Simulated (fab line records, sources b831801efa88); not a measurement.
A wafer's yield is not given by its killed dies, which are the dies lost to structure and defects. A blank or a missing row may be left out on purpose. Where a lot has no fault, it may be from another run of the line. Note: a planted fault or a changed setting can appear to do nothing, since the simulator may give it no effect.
Which tool did it?    flow sky130    14 lots with 42 wafers sampled at 4 steps, on a route of 708 steps

## WHAT EACH GAUGE READ, for each wafer
SKY_POLY_CUT_OVL_MEAS_09.
lot   measured      on          POLY_CUT_OVL (nm)
L776  day 24 01:58  overlay-01  0 3 -4
L777  day 24 18:55  overlay-02  -11 -8 -9
L778  day 25 03:31  overlay-02  -9 -5 -8
L779  day 25 13:32  overlay-01  -6 -7 -10
L781  day 26 15:02  overlay-02  2 -2 -1
L784  day 27 11:38  overlay-02  2 -6 0
L785  day 27 18:31  overlay-01  2 -1 0
L786  day 28 08:59  overlay-01  -13 -10 -11
L788  day 28 19:20  overlay-01  -7 -8 -5
L789  day 29 02:04  overlay-01  -10 -11 -7
L790  day 29 08:35  overlay-02  -8 -5 -10
L791  day 29 18:20  overlay-01  -3 0 -3
L792  day 29 21:26  overlay-02  -5 -5 -1
L793  day 30 04:26  overlay-01  5 -3 6

SKY_VIA1_RS_MEAS_22: measurement is done with a four-point probe.
lot   measured      on            VIA1_W_RS (ohm/sq)
L776  day 33 22:37  filmMetro-04  0.421 0.423 0.417
L777  day 34 14:06  filmMetro-03  0.433 0.430 0.431
L778  day 34 20:17  filmMetro-01  0.429 0.429 0.423
L779  day 35 06:26  filmMetro-01  0.420 0.425 0.420
L781  day 36 05:51  filmMetro-03  0.424 0.428 0.427
L784  day 36 23:32  filmMetro-04  0.427 0.433 0.429
L785  day 37 04:35  filmMetro-01  0.430 0.428 0.430
L786  day 37 19:53  filmMetro-04  0.425 0.428 0.426
L788  day 38 05:23  filmMetro-04  0.422 0.428 0.426
L789  day 38 10:52  filmMetro-03  0.426 0.424 0.424
L790  day 38 16:49  filmMetro-01  0.426 0.430 0.431
L791  day 38 22:56  filmMetro-04  0.425 0.429 0.428
L792  day 39 02:02  filmMetro-01  0.434 0.430 0.433
L793  day 39 09:11  filmMetro-01  0.427 0.428 0.428

SKY_VIA2_CD_MEAS_12 targets a cd of 200 nm.
lot   measured      on        cdNm (nm)
L776  day 36 05:32  cdSem-01  197.8 199.5 200.0
L777  day 36 19:55  cdSem-02  200.6 200.5 201.6
L778  day 37 02:30  cdSem-01  202.5 202.0 200.8
L779  day 37 12:58  cdSem-01  197.7 197.9 196.2
L781  day 38 13:08  cdSem-01  201.9 201.3 201.7
L784  day 39 04:16  cdSem-02  200.3 199.8 199.6
L785  day 39 08:31  cdSem-01  199.9 199.9 201.4
L786  day 39 23:21  cdSem-01  199.9 199.4 199.2
L788  day 40 09:22  cdSem-02  200.7 200.5 200.8
L789  day 40 15:01  cdSem-02  201.6 201.2 200.1
L790  day 40 21:01  cdSem-02  198.1 198.1 199.4
L791  day 41 03:06  cdSem-01  200.0 200.0 201.2
L792  day 41 05:52  cdSem-02  202.0 202.6 202.0
L793  day 41 13:01  cdSem-01  198.2 199.7 199.9

## WHAT TOOL EACH LOT RAN ON (gives the tool, then ch and the chambers of the sampled wafers, and finally the start)
lot   SKY_LDD_HVN_DEVELOP_06
L776  lithoTrack-02 ch 0, day 20 00:22
L777  lithoTrack-02 ch 0, day 20 16:53
L778  lithoTrack-01 ch 0, day 21 03:55
L779  lithoTrack-03 ch 0, day 21 13:54
L781  lithoTrack-03 ch 0, day 22 18:01
L784  lithoTrack-02 ch 0, day 23 15:50
L785  lithoTrack-02 ch 0, day 23 23:39
L786  lithoTrack-01 ch 0, day 24 14:46
L788  lithoTrack-01 ch 0, day 24 23:10
L789  lithoTrack-01 ch 0, day 25 07:43
L790  lithoTrack-01 ch 0, day 25 13:53
L791  lithoTrack-03, day 25 23:45
L792  lithoTrack-02, day 26 03:35
L793  lithoTrack-02 ch 0, day 26 11:51
- SKY_LDD_HVN_DEVELOP_06: develop time 60 s.

## AS READ BY THE TOOLS THEMSELVES (means over the sampled wafers that have a number; for cases with no such wafer, the mark the record gives instead)
SKY_LDD_HVN_DEVELOP_06.
lot   tool           chillPlateTempC (C)
L776  lithoTrack-02  22.93
L777  lithoTrack-02  23.11
L778  lithoTrack-01  23.10
L779  lithoTrack-03  23.04
L781  lithoTrack-03  23.01
L784  lithoTrack-02  22.87
L785  lithoTrack-02  23.01
L786  lithoTrack-01  22.88
L788  lithoTrack-01  22.94
L789  lithoTrack-01  23.12
L790  lithoTrack-01  23.06
L791  lithoTrack-03  -
L792  lithoTrack-02  -
L793  lithoTrack-02  23.09

## THE ANSWER, worked out from the rows above alone
Rule: the usual values come from the lots themselves. Put in order of their means at a reading, lots are off if they are a third of the lots or fewer, leave a main group of 4 or more, and stand apart from it by a gap of 3 or more times the standard deviation of the main group's means; of several such gaps the widest counts. Not used: any main group whose means are identical at the precision the tables above print for the reading. A lot without any number at a reading at which 4 lots or more have one is off too. The other lots that the step has rows for count as sound. After the gauges, taken in route order, come the tools' own readings; for these a lot's mean is taken, as printed above. At the first step where some lot is off, the reading lying furthest off is the one used; lots without a number count as furthest.
Off at SKY_LDD_HVN_DEVELOP_06 (chillPlateTempC): L791, L792. Without a number there: L791, L792. Mean 23.01 C and standard deviation 0.085 in the main group.
If a tool, at that step or one of the process steps before it, ran each lot that is off and ran no sound lot following the first of them, it fits. None of those tried fits.

## WHAT THE SIMULATOR PUT IN
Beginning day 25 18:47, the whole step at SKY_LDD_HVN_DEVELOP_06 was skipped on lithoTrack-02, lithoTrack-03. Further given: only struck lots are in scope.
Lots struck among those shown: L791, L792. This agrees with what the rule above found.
